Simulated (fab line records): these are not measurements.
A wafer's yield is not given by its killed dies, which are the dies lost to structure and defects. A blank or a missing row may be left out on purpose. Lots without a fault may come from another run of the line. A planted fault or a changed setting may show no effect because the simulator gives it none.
What tool caused it? | flow sky130 | 10 lots, 30 wafers sampled, at 6 steps of a route of 708

== WHAT EACH GAUGE READ, for each wafer ==
SKY_CONTACT_CD_MEAS_14: target cd 170 nm. Usual: cd-nm at 170.4 nm, with a standard deviation of 1.2.
lot  | measured     | on        | cd-nm (nm)        | flag
L504 | day 31 18:40 | cd-sem-02 | 171.7 170.4 172.6 |
L505 | day 32 07:52 | cd-sem-02 | 169.1 171.1 170.2 |
L506 | day 33 01:07 | cd-sem-01 | 172.0 171.2 173.6 |
L510 | day 33 19:10 | cd-sem-01 | 168.8 170.4 168.5 |
L513 | day 34 21:51 | cd-sem-02 | 170.6 170.4 171.1 |
L512 | day 35 02:57 | cd-sem-02 | 171.4 170.7 170.5 |
L518 | day 36 09:53 | cd-sem-02 | 169.8 169.7 169.6 |
L519 | day 36 15:02 | cd-sem-01 | 169.6 169.5 169.6 |
L522 | day 38 04:56 | cd-sem-02 | 170.8 170.1 171.4 |
L526 | day 38 18:25 | cd-sem-01 | 169.9 169.3 169.8 |

SKY_METAL1_RS_MEAS_05: measurement is done with a four-point probe. Usual: for METAL1_ALCU_RS the level is 0.1261 ohm/sq and the standard deviation is 0.0017.
lot  | measured     | on            | METAL1_ALCU_RS (ohm/sq) | flag
L504 | day 31 20:23 | film-metro-01 | 0.1265 0.1257 0.1265    |
L505 | day 32 10:02 | film-metro-04 | 0.1264 0.1254 0.1239    |
L506 | day 33 02:49 | film-metro-02 | 0.1267 0.1251 0.1271    |
L510 | day 33 20:50 | film-metro-02 | 0.1246 0.1280 0.1250    |
L513 | day 34 23:35 | film-metro-04 | 0.1246 0.1247 0.1220    |
L512 | day 35 04:43 | film-metro-02 | 0.1281 0.1248 0.1814    | OFF
L518 | day 36 11:34 | film-metro-02 | 0.1270 0.1293 0.1277    |
L519 | day 36 16:42 | film-metro-01 | 0.1279 0.1259 0.1251    |
L522 | day 38 06:37 | film-metro-02 | 0.1273 0.1282 0.1284    |
L526 | day 38 20:07 | film-metro-04 | 0.1283 0.1287 0.1296    |

SKY_METAL1_THK_MEAS_06: measures by xrf. Usual: for METAL1_ALCU_THK the level is 250 nm and the standard deviation is 3.5.
lot  | measured     | on            | METAL1_ALCU_THK (nm) | flag
L504 | day 31 20:31 | film-metro-01 | 251 250 247          |
L505 | day 32 10:07 | film-metro-04 | 251 252 255          |
L506 | day 33 02:56 | film-metro-02 | 248 251 248          |
L510 | day 33 20:58 | film-metro-02 | 252 246 252          |
L513 | day 34 23:41 | film-metro-04 | 252 251 257          |
L512 | day 35 04:49 | film-metro-02 | 245 253 176          | OFF
L518 | day 36 11:40 | film-metro-02 | 250 245 247          |
L519 | day 36 16:49 | film-metro-01 | 246 250 252          |
L522 | day 38 06:44 | film-metro-02 | 248 244 246          |
L526 | day 38 20:14 | film-metro-04 | 246 246 243          |

== EACH LOT AND THE TOOL THAT RAN IT (in order: tool; ch and the chambers of the sampled wafers; start) ==
lot  | SKY_LOCAL_INTERCONNECT_METAL_ETCH_14 | SKY_METAL1_SPUTTER_02        | SKY_METAL1_SPUTTER_04
L504 | rie-metal-04 ch 0,1, day 30 14:17    | pvd-sputter-03, day 31 20:18 | pvd-sputter-03, day 31 20:20
L505 | rie-metal-04 ch 0,1, day 31 03:09    | pvd-sputter-03, day 32 09:53 | pvd-sputter-03, day 32 09:55
L506 | rie-metal-01 ch 0,1, day 31 20:52    | pvd-sputter-03, day 33 02:43 | pvd-sputter-03, day 33 02:46
L510 | rie-metal-01 ch 0,1, day 32 15:22    | pvd-sputter-04, day 33 20:45 | pvd-sputter-04, day 33 20:47
L513 | rie-metal-01 ch 0,1, day 33 18:34    | pvd-sputter-03, day 34 23:28 | pvd-sputter-03, day 34 23:30
L512 | rie-metal-01 ch 0,1, day 33 23:13    | pvd-sputter-03, day 35 04:34 | pvd-sputter-03, day 35 04:37
L518 | rie-metal-02 ch 0,1, day 35 05:48    | pvd-sputter-02, day 36 11:26 | pvd-sputter-02, day 36 11:28
L519 | rie-metal-04 ch 0,1, day 35 11:50    | pvd-sputter-04, day 36 16:35 | pvd-sputter-04, day 36 16:38
L522 | rie-metal-02 ch 0, day 37 00:56      | pvd-sputter-02, day 38 06:32 | pvd-sputter-02, day 38 06:34
L526 | rie-metal-01 ch 0,1, day 37 15:26    | pvd-sputter-02, day 38 20:01 | pvd-sputter-02, day 38 20:04
- SKY_LOCAL_INTERCONNECT_METAL_ETCH_14: etches TiN in Cl2/BCl3, stops on PSG, target depth 110 nm, time 31.4 s.
- SKY_METAL1_SPUTTER_02: material AlCu, target thk 250 nm, time 13.3 s.
- SKY_METAL1_SPUTTER_04: material TiN, target thk 70 nm, time 58.3 s.

== WHAT THE TOOLS THEMSELVES READ (means of the sampled wafers that have a number; where no wafer has one, the mark that the record gives instead) ==
SKY_LOCAL_INTERCONNECT_METAL_ETCH_14. Usual: drypump-motor-current-A 5.7 A, standard deviation 0.35; oes-product-au 0.945 a.u., standard deviation 0.0087; throttle-valve-pct 21.899 %, standard deviation 0.01.
lot  | tool         | drypump-motor-current-A (A) | oes-product-au (a.u.) | throttle-valve-pct (%) | flag
L504 | rie-metal-04 | 6.0                         | 0.943                 | 21.895                 |
L505 | rie-metal-04 | 6.0                         | 0.945                 | 21.896                 |
L506 | rie-metal-01 | 5.8                         | 0.948                 | 21.898                 |
L510 | rie-metal-01 | 6.0                         | 0.953                 | 21.893                 |
L513 | rie-metal-01 | 5.8                         | 0.941                 | 21.905                 |
L512 | rie-metal-01 | 5.8                         | 0.939                 | 21.899                 |
L518 | rie-metal-02 | 5.4                         | 0.957                 | 21.897                 |
L519 | rie-metal-04 | 5.9                         | 0.940                 | 21.910                 |
L522 | rie-metal-02 | 5.0                         | 0.935                 | 21.914                 |
L526 | rie-metal-01 | 6.0                         | 0.938                 | 21.910                 |

SKY_METAL1_SPUTTER_02. Usual: throttle-valve-pct at 29.9 %, with a standard deviation of 1.1.
lot  | tool           | throttle-valve-pct (%) | flag
L504 | pvd-sputter-03 | 30.4                   |
L505 | pvd-sputter-03 | 30.1                   |
L506 | pvd-sputter-03 | 30.5                   |
L510 | pvd-sputter-04 | 28.9                   |
L513 | pvd-sputter-03 | 29.8                   |
L512 | pvd-sputter-03 | 29.9                   |
L518 | pvd-sputter-02 | 30.6                   |
L519 | pvd-sputter-04 | 29.7                   |
L522 | pvd-sputter-02 | 29.7                   |
L526 | pvd-sputter-02 | 29.5                   |

SKY_METAL1_SPUTTER_04. Usual: throttle-valve-pct at 29.9 %, with a standard deviation of 1.1.
lot  | tool           | throttle-valve-pct (%) | flag
L504 | pvd-sputter-03 | 30.4                   |
L505 | pvd-sputter-03 | 30.2                   |
L506 | pvd-sputter-03 | 30.6                   |
L510 | pvd-sputter-04 | 29.1                   |
L513 | pvd-sputter-03 | 29.9                   |
L512 | pvd-sputter-03 | 29.8                   |
L518 | pvd-sputter-02 | 30.5                   |
L519 | pvd-sputter-04 | 29.6                   |
L522 | pvd-sputter-02 | 29.4                   |
L526 | pvd-sputter-02 | 29.5                   |

== THE ANSWER, worked out from the rows above alone ==
Rule: lot off if the mean of its wafers having a number is beyond 3 standard deviations from the usual mean. Also off: a lot with no number at a reading for which 4 or more lots have one. The other lots that the step has rows for count as sound. First the gauges in route order, then the tools' own readings, where a lot's mean is used as printed above. At the first step where some lot is off, the reading lying furthest off is the one used; lots without a number count as furthest.
Off: at SKY_METAL1_RS_MEAS_05 (METAL1_ALCU_RS), L512.
If a tool, at a process step before that reading, ran all the lots that are off and no sound lot after the first of them, it fits. Gauges at SKY_METAL1_RS_MEAS_05: tried the same way as those tools. One candidate fits, namely pvd-sputter-03 at SKY_METAL1_SPUTTER_02 and SKY_METAL1_SPUTTER_04. At SKY_METAL1_SPUTTER_02 its last sound lot is L513 (day 34 23:28), its first lot that is off L512 (day 35 04:34): a fault that began between those two fits.

== WHAT THE SIMULATOR HAD PUT IN ==
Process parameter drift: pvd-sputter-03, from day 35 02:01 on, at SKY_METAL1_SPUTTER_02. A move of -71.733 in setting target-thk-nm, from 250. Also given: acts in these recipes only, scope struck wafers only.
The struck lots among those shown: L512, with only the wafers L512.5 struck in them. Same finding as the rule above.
